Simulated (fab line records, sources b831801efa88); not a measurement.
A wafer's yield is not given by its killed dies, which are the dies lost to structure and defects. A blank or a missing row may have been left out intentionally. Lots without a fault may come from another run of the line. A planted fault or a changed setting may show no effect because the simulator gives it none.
fab line records ; flow sky130
record: lots: 11; wafers: 33; last-day: 50
route steps=708 shown LDD_P@266 POLY_CUT@317 SD_N@350
lots with no fault: from the same line, run without faults
start-h: hours from the record's opening day to when the first of the lot's shown wafers began ; wait-h: hours from the lot's prior step to this one ; " repeats the value in the row above ; L1.1+2: a single row standing in for several wafers ; - no value, or no start was given ; * or withheld: withheld ; < > ~ a bound
route shown NAME@n: a module of which the file shows steps, and the number in the route of the first ; usual: the fault-free wafers' mean and standard deviation ; same: alike in all rows ; chamber/n: place in a boat ; sites: the reading at each site ; _std_site: standard deviation across them ; _edge_site: inner sites' mean taken away from outer sites' mean ; radius-mm: for every site, how far away it sits from the centre of the wafer ; mask NAME#n: copy n ; behind: tool/chamber where the wafer was last shaped ; hold: reason for holding the lot/hours on hold/outcome of the hold ; device: names the non-switching transistor (n, p or np) ; end of line: the route-end tests of the same wafers ; a step given without rows: its recipe and nothing more ; killed: dies that structure and defects cost at the first sort, which is not the same as the wafer's yield ; map: a wafer's dies, marking killed ones x, the rest . and places with no die _
set.NAME: the setting as run; set.NAME@STEP: as run at that earlier step ; model.NAME: the simulator's own value behind a step, which no gauge read
the route's steps for a sample of lots (tables are steps, rows are wafers)
services: a tool's chamber out of use, with start hour (start-h, from the record's first day; less than 0 if before it), hours out, and reason
== steps ==
step: SKY_LDD_P_TW_MEAS_11
usual: LDD_P_TW: 639/6.2
lot.wafer;tool;chamber;start-h;wait-h;LDD_P_TW
L952.1;film-metro-01;-;446.54;0.1;644
L952.2;film-metro-01;-;446.54;0.1;650
L952.5;film-metro-01;-;446.54;0.1;648
L953.2;film-metro-01;-;449.90;0.1;648
L953.3;film-metro-01;-;449.90;0.1;647
L953.5;film-metro-01;-;449.90;0.1;649
L954.1;film-metro-03;-;457.59;0.1;641
L954.4;film-metro-03;-;457.59;0.1;640
L954.5;film-metro-03;-;457.59;0.1;639
L955.1;film-metro-01;-;464.34;0.1;648
L955.2;film-metro-01;-;464.34;0.1;646
L955.5;film-metro-01;-;464.34;0.1;648
L956.1;film-metro-03;-;495.04;0.1;638
L956.2;film-metro-03;-;495.04;0.1;639
L956.6;film-metro-03;-;495.04;0.1;642
L958.1;film-metro-03;-;499.52;0.1;640
L958.4;film-metro-03;-;499.52;0.1;640
L958.6;film-metro-03;-;499.52;0.1;641
L959.3;film-metro-01;-;506.04;0.1;644
L959.5;film-metro-01;-;506.04;0.1;640
L959.6;film-metro-01;-;506.04;0.1;639
L960.1;film-metro-03;-;537.30;0.1;639
L960.2;film-metro-03;-;537.30;0.1;639
L960.5;film-metro-03;-;537.30;0.1;635
L973.3;film-metro-04;-;629.57;0.1;635
L973.4;film-metro-04;-;629.57;0.1;631
L973.5;film-metro-04;-;629.57;0.1;635
L972.3;film-metro-01;-;631.79;0.1;644
L972.4;film-metro-01;-;631.79;0.1;645
L972.5;film-metro-01;-;631.79;0.1;640
L974.2;film-metro-01;-;638.30;0.1;645
L974.3;film-metro-01;-;638.30;0.1;641
L974.4;film-metro-01;-;638.30;0.1;637
step: SKY_POLY_CUT_ETCH_10
recipe: chemistry: N2/H2; target: BARC; ion-energy-ev: 200; source-w: 492.5; bias-w: 100; pressure-mtorr: 30; n2-flow-sccm: 100; h2-flow-sccm: 200; stop-on: SiO2; time-s: 45.9; target-depth-a: 600
usual: drypump-motor-current-A: 5.6/0.42; oes-product-au: 0.855/0.005; throttle-valve-pct: 13.225/0.008
lot.wafer;tool;chamber;start-h;wait-h;drypump-motor-current-A;oes-product-au;rf-hours-counter-h;throttle-valve-pct
L952.1;rie-diel-03;1;571.92;0.0;5.5;0.855;3;13.222
L952.2;rie-diel-03;2;571.92;0.0;5.1;0.857;0;13.229
L952.5;rie-diel-03;1;571.92;0.0;5.5;0.858;-;13.226
L953.2;rie-diel-03;3;575.62;0.0;6.0;0.856;8;13.232
L953.3;rie-diel-03;2;575.62;0.0;5.1;0.857;1;13.235
L953.5;rie-diel-03;1;575.62;0.0;5.5;0.863;-;13.223
L954.1;rie-diel-04;2;584.05;0.0;6.0;0.854;8;13.223
L954.4;rie-diel-04;0;584.05;0.0;5.4;0.861;12;13.242
L954.5;rie-diel-04;0;584.05;0.0;5.4;0.849;-;13.236
L955.1;rie-diel-04;0;588.72;0.0;5.5;0.858;12;13.209
L955.2;rie-diel-04;2;588.72;0.0;6.0;0.854;8;13.231
L955.5;rie-diel-04;2;588.72;0.0;6.0;0.859;-;13.231
L956.1;rie-diel-01;2;618.84;0.0;6.1;0.850;15;13.225
L956.2;rie-diel-01;3;618.84;0.0;5.6;0.857;15;13.224
L956.6;rie-diel-01;0;618.84;0.0;4.8;0.854;-;13.221
L958.1;rie-diel-01;0;624.09;0.0;4.8;0.858;16;13.214
L958.4;rie-diel-01;3;624.09;0.0;5.6;0.858;15;13.227
L958.6;rie-diel-01;1;624.09;0.0;5.4;0.849;-;13.219
L959.3;rie-diel-03;2;627.60;0.0;5.1;0.849;2;13.213
L959.5;rie-diel-03;1;627.60;0.0;5.5;0.856;-;13.213
L959.6;rie-diel-03;2;627.60;0.0;5.1;0.861;-;13.208
L960.1;rie-diel-04;2;655.32;0.0;6.0;0.858;9;13.226
L960.2;rie-diel-04;1;655.32;0.0;5.6;0.858;6;13.219
L960.5;rie-diel-04;1;655.32;0.0;5.6;0.856;-;13.229
L973.3;rie-diel-01;3;744.49;0.0;5.5;0.855;18;13.223
L973.4;rie-diel-01;0;744.49;0.0;4.8;0.858;19;13.227
L973.5;rie-diel-01;3;744.49;0.0;5.6;0.852;-;13.231
L972.3;rie-diel-04;3;745.16;0.0;6.4;0.847;1;13.226
L972.4;rie-diel-04;2;745.16;0.0;6.0;0.856;11;13.217
L972.5;rie-diel-04;3;745.16;0.0;6.4;0.859;-;13.217
L974.2;rie-diel-03;3;751.31;0.0;6.0;0.863;12;13.232
L974.3;rie-diel-03;2;751.31;0.0;5.1;0.860;5;13.227
L974.4;rie-diel-03;0;751.31;0.0;6.0;0.852;41;13.230
step: SKY_SD_N_OVL_MEAS_08
usual: SD_N_OVL: -1.5/1.4
lot.wafer;tool;chamber;start-h;wait-h;SD_N_OVL[nm]
L952.1;overlay-01;-;658.39;0.1;-0.7
L952.2;overlay-01;-;658.39;0.1;-0.2
L952.5;overlay-01;-;658.39;0.1;-1.9
L953.2;overlay-01;-;661.29;0.1;-3.0
L953.3;overlay-01;-;661.29;0.1;-1.8
L953.5;overlay-01;-;661.29;0.1;-1.3
L954.1;overlay-02;-;670.95;0.1;-2.3
L954.4;overlay-02;-;670.95;0.1;-1.3
L954.5;overlay-02;-;670.95;0.1;-1.4
L955.1;overlay-02;-;675.20;0.1;0.0
L955.2;overlay-02;-;675.20;0.1;-0.8
L955.5;overlay-02;-;675.20;0.1;0.6
L956.1;overlay-01;-;704.23;0.1;-2.3
L956.2;overlay-01;-;704.23;0.1;-1.7
L956.6;overlay-01;-;704.23;0.1;-3.0
L958.1;overlay-01;-;709.24;0.1;-2.2
L958.4;overlay-01;-;709.24;0.1;-2.7
L958.6;overlay-01;-;709.24;0.1;-0.8
L959.3;overlay-02;-;713.20;0.1;1.2
L959.5;overlay-02;-;713.20;0.1;1.0
L959.6;overlay-02;-;713.20;0.1;1.1
L960.1;overlay-01;-;738.59;0.1;-2.5
L960.2;overlay-01;-;738.59;0.1;-2.9
L960.5;overlay-01;-;738.59;0.1;-1.5
L973.3;overlay-02;-;824.96;0.1;-0.1
L973.4;overlay-02;-;824.96;0.1;-2.6
L973.5;overlay-02;-;824.96;0.1;-2.9
L972.3;overlay-01;-;825.95;0.1;-1.2
L972.4;overlay-01;-;825.95;0.1;-1.0
L972.5;overlay-01;-;825.95;0.1;-1.1
L974.2;overlay-02;-;829.74;0.1;-2.2
L974.3;overlay-02;-;829.74;0.1;-2.2
L974.4;overlay-02;-;829.74;0.1;-0.6
step: SKY_SD_N_IMPLANT_09
recipe: species: As; energy-kev: 50; dose-cm2: 4e+15; tilt-deg: 0
usual: beam-energy-keV: 49.997/0.019
lot.wafer;tool;chamber;start-h;wait-h;beam-energy-keV
L952.1;implanter-03;0;658.43;0.0;50.002
L952.2;implanter-03;0;658.43;0.0;49.994
L952.5;implanter-03;0;658.43;0.0;49.986
L953.2;implanter-02;0;661.34;0.0;49.999
L953.3;implanter-02;0;661.34;0.0;49.985
L953.5;implanter-02;0;661.34;0.0;50.041
L954.1;implanter-02;0;670.99;0.0;50.007
L954.4;implanter-02;0;670.99;0.0;49.977
L954.5;implanter-02;0;670.99;0.0;50.007
L955.1;implanter-04;0;675.24;0.0;50.014
L955.2;implanter-04;0;675.24;0.0;49.994
L955.5;implanter-04;0;675.24;0.0;49.988
L956.1;implanter-02;0;704.27;0.0;50.002
L956.2;implanter-02;0;704.27;0.0;50.021
L956.6;implanter-02;0;704.27;0.0;50.017
L958.1;implanter-03;0;709.28;0.0;49.979
L958.4;implanter-03;0;709.28;0.0;49.949
L958.6;implanter-03;0;709.28;0.0;49.979
L959.3;implanter-03;0;713.28;0.1;44.610
L959.5;implanter-03;0;713.28;0.1;44.617
L959.6;implanter-03;0;713.28;0.1;44.617
L960.1;implanter-03;0;738.63;0.0;44.631
L960.2;implanter-03;0;738.63;0.0;44.608
L960.5;implanter-03;0;738.63;0.0;44.603
L973.3;implanter-04;0;825.04;0.1;50.008
L973.4;implanter-04;0;825.04;0.1;49.997
L973.5;implanter-04;0;825.04;0.1;49.999
L972.3;implanter-04;0;826.03;0.1;50.016
L972.4;implanter-04;0;826.03;0.1;49.987
L972.5;implanter-04;0;826.03;0.1;49.976
L974.2;implanter-02;0;829.79;0.0;50.022
L974.3;implanter-02;0;829.79;0.0;50.017
L974.4;implanter-02;0;829.79;0.0;50.017
step: SKY_SD_N_STRIP_11
recipe: chemistry: O2/N2; power-w: 1400; pressure-mtorr: 1500; platen-temp-c: withheld; o2-flow-sccm: 3000; n2-flow-sccm: 300; overash-fraction: 0.5
usual: drypump-motor-current-A: 5.58/0.23; o2-flow-sccm: 3001/8.9; oes-product-au: 0.528/0.0044; strip-time-to-endpoint-s: 22.67/0.035
lot.wafer;tool;chamber;start-h;wait-h;drypump-motor-current-A;o2-flow-sccm;oes-product-au;rf-hours-counter-h;strip-time-to-endpoint-s
L952.1;plasma-asher-01;1;658.73;0.1;5.83;2984;0.533;24;22.63
L952.2;plasma-asher-01;0;658.73;0.1;5.59;2994;0.541;24;22.66
L952.5;plasma-asher-01;1;658.73;0.1;5.85;3002;0.528;-;22.64
L953.2;plasma-asher-03;0;661.62;0.1;5.16;3007;0.527;95;22.67
L953.3;plasma-asher-03;1;661.62;0.1;5.71;3011;0.530;-;22.63
L953.5;plasma-asher-03;0;661.62;0.1;5.14;3013;0.524;-;22.67
L954.1;plasma-asher-03;1;671.29;0.1;5.68;2993;0.530;96;22.63
L954.4;plasma-asher-03;0;671.29;0.1;5.14;2999;0.534;-;22.60
L954.5;plasma-asher-03;0;671.29;0.1;5.14;2990;0.529;-;22.61
L955.1;plasma-asher-01;1;675.54;0.1;5.84;2999;0.524;25;22.69
L955.2;plasma-asher-01;0;675.54;0.1;5.61;2998;0.519;25;22.67
L955.5;plasma-asher-01;1;675.54;0.1;5.81;2996;0.527;-;22.68
L956.1;plasma-asher-03;0;704.57;0.1;5.16;3005;0.524;100;22.65
L956.2;plasma-asher-03;1;704.57;0.1;5.71;2991;0.524;100;22.66
L956.6;plasma-asher-03;0;704.57;0.1;5.14;3013;0.530;-;22.68
L958.1;plasma-asher-03;1;709.58;0.1;5.72;3002;0.522;101;22.60
L958.4;plasma-asher-03;1;709.58;0.1;5.70;3005;0.527;-;22.64
L958.6;plasma-asher-03;0;709.58;0.1;5.13;2991;0.531;-;22.62
L959.3;plasma-asher-02;0;713.56;0.1;5.65;3028;0.540;-;21.84
L959.5;plasma-asher-02;0;713.56;0.1;5.62;3026;0.545;-;21.82
L959.6;plasma-asher-02;1;713.56;0.1;5.49;3010;0.541;-;21.85
L960.1;plasma-asher-02;1;738.93;0.1;5.47;3004;0.542;53;21.87
L960.2;plasma-asher-02;0;738.93;0.1;5.63;2994;0.539;53;21.87
L960.5;plasma-asher-02;1;738.93;0.1;5.48;2993;0.545;-;21.88
L973.3;plasma-asher-03;1;825.32;0.1;5.71;2999;0.530;-;22.65
L973.4;plasma-asher-03;0;825.32;0.1;5.13;2992;0.524;-;22.69
L973.5;plasma-asher-03;1;825.32;0.1;5.70;3004;0.531;-;22.63
L972.3;plasma-asher-01;1;826.31;0.1;5.87;3011;0.523;-;22.63
L972.4;plasma-asher-01;0;826.31;0.1;5.61;2996;0.527;-;22.66
L972.5;plasma-asher-01;0;826.31;0.1;5.62;3002;0.526;-;22.65
L974.2;plasma-asher-01;1;830.07;0.1;5.83;3007;0.520;42;22.71
L974.3;plasma-asher-01;0;830.07;0.1;5.60;3010;0.529;-;22.72
L974.4;plasma-asher-01;1;830.07;0.1;5.83;3001;0.527;-;22.74
step: SKY_SD_N_TW_MEAS_12
usual: SD_N_TW: 3968/23
lot.wafer;tool;chamber;start-h;wait-h;SD_N_TW
L952.1;film-metro-02;-;658.83;0.1;3981
L952.2;film-metro-02;-;658.83;0.1;3975
L952.5;film-metro-02;-;658.83;0.1;3962
L953.2;film-metro-04;-;661.73;0.1;3965
L953.3;film-metro-04;-;661.73;0.1;3951
L953.5;film-metro-04;-;661.73;0.1;3960
L954.1;film-metro-04;-;671.39;0.1;3951
L954.4;film-metro-04;-;671.39;0.1;3971
L954.5;film-metro-04;-;671.39;0.1;3954
L955.1;film-metro-03;-;675.64;0.1;3974
L955.2;film-metro-03;-;675.64;0.1;3971
L955.5;film-metro-03;-;675.64;0.1;3975
L956.1;film-metro-04;-;704.67;0.1;3929
L956.2;film-metro-04;-;704.67;0.1;3932
L956.6;film-metro-04;-;704.67;0.1;3933
L958.1;film-metro-02;-;709.68;0.1;3979
L958.4;film-metro-02;-;709.68;0.1;3967
L958.6;film-metro-02;-;709.68;0.1;3967
L959.3;film-metro-04;-;713.65;0.1;3844
L959.5;film-metro-04;-;713.65;0.1;3845
L959.6;film-metro-04;-;713.65;0.1;3848
L960.1;film-metro-02;-;739.03;0.1;3852
L960.2;film-metro-02;-;739.03;0.1;3862
L960.5;film-metro-02;-;739.03;0.1;3857
L973.3;film-metro-02;-;825.41;0.1;3970
L973.4;film-metro-02;-;825.41;0.1;3955
L973.5;film-metro-02;-;825.41;0.1;3970
L972.3;film-metro-04;-;826.40;0.1;3947
L972.4;film-metro-04;-;826.40;0.1;3981
L972.5;film-metro-04;-;826.40;0.1;3951
L974.2;film-metro-03;-;830.18;0.1;3989
L974.3;film-metro-03;-;830.18;0.1;3988
L974.4;film-metro-03;-;830.18;0.1;3965
step: SKY_SD_N_RS_MEAS_16
recipe: thk-meas-gauge: four-point-probe
usual: SD_N_RS: 68.61/0.11
lot.wafer;tool;chamber;start-h;wait-h;SD_N_RS[ohm/sq]
L952.1;film-metro-02;-;659.11;0.1;68.47
L952.2;film-metro-02;-;659.11;0.1;68.54
L952.5;film-metro-02;-;659.11;0.1;68.69
L953.2;film-metro-03;-;662.02;0.1;68.56
L953.3;film-metro-03;-;662.02;0.1;68.63
L953.5;film-metro-03;-;662.02;0.1;68.59
L954.1;film-metro-03;-;671.68;0.1;68.69
L954.4;film-metro-03;-;671.68;0.1;68.59
L954.5;film-metro-03;-;671.68;0.1;68.77
L955.1;film-metro-02;-;675.93;0.1;68.53
L955.2;film-metro-02;-;675.93;0.1;68.54
L955.5;film-metro-02;-;675.93;0.1;68.40
L956.1;film-metro-02;-;704.95;0.1;68.57
L956.2;film-metro-02;-;704.95;0.1;68.77
L956.6;film-metro-02;-;704.95;0.1;68.57
L958.1;film-metro-03;-;709.96;0.1;68.68
L958.4;film-metro-03;-;709.96;0.1;68.67
L958.6;film-metro-03;-;709.96;0.1;68.76
L959.3;film-metro-04;-;713.95;0.1;72.60
L959.5;film-metro-04;-;713.95;0.1;72.62
L959.6;film-metro-04;-;713.95;0.1;72.72
L960.1;film-metro-04;-;739.31;0.1;72.86
L960.2;film-metro-04;-;739.31;0.1;72.81
L960.5;film-metro-04;-;739.31;0.1;72.86
L973.3;film-metro-04;-;825.71;0.1;68.55
L973.4;film-metro-04;-;825.71;0.1;68.79
L973.5;film-metro-04;-;825.71;0.1;68.63
L972.3;film-metro-04;-;826.77;0.1;68.72
L972.4;film-metro-04;-;826.77;0.1;68.50
L972.5;film-metro-04;-;826.77;0.1;68.71
L974.2;film-metro-04;-;830.47;0.1;68.66
L974.3;film-metro-04;-;830.47;0.1;68.57
L974.4;film-metro-04;-;830.47;0.1;68.49
== services ==
tool;chamber;start-h;hours;kind
rie-diel-04;2;563.71;7.0;repair
rie-diel-04;0;564.88;4.6;repair
implanter-03;-;577.36;2.1;repair
rie-diel-04;1;592.21;14.7;repair
plasma-asher-01;-;594.49;1.9;repair
plasma-asher-03;-;605.77;6.0;repair
rie-diel-04;1;630.25;1.7;repair
rie-diel-04;3;633.21;5.3;repair
rie-diel-03;1;647.18;7.3;repair
implanter-03;-;648.15;0.7;repair
implanter-03;-;651.29;5.3;pm
implanter-03;-;657.36;0.6;repair
rie-diel-04;2;668.20;8.2;repair
implanter-03;-;670.16;1.9;repair
implanter-02;-;676.33;1.1;repair
implanter-03;-;696.65;6.7;pm
implanter-03;-;716.17;12.6;pm
rie-diel-04;3;720.29;5.0;repair
plasma-asher-03;-;733.75;9.0;pm
rie-diel-04;0;738.01;4.0;repair
rie-diel-03;1;742.12;7.5;repair
rie-diel-03;3;769.88;3.0;repair
rie-diel-04;-;794.95;2.3;repair
rie-diel-03;1;803.07;5.4;repair
== key ==
first-sign: step: SKY_SD_N_IMPLANT_09; reading: beam-energy-keV; direction: down; sigmas: 99+; usual: *; struck: *
effect: step: SKY_SD_N_STRIP_11; reading: strip-time-to-endpoint-s; direction: down; sigmas: 23; usual: *; struck: *
effect: step: SKY_SD_N_TW_MEAS_12; reading: SD_N_TW; direction: down; sigmas: 5; usual: 3968; struck: 3851
effect: step: SKY_SD_N_RS_MEAS_16; reading: SD_N_RS; direction: up; sigmas: 39; usual: 68.61; struck: 72.75
met-at SKY_SD_N_IMPLANT_09
struck-lots L959,L960
tester-left-out L959,L960
not-acting-at SKY_LDD_P_TW_MEAS_11,SKY_POLY_CUT_ETCH_10,SKY_SD_N_OVL_MEAS_08
onset-between 709.28 713.28
fault: kind: process-parameter-drift; tool: implanter-03; chamber: -; onset-h: 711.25; steps: SKY_SD_N_IMPLANT_09; channel: energy-kev; offset: *; shape: step; end-h: 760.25; acts-in: *; stated: *
tester-left-out: of these lots the tester's yield and bins aren't shown, on N5 and GAA mostly nor the transistor test; their killed dies are dies lost to structure and defects alone, not to doping, threshold or leakage, so they don't give the yield
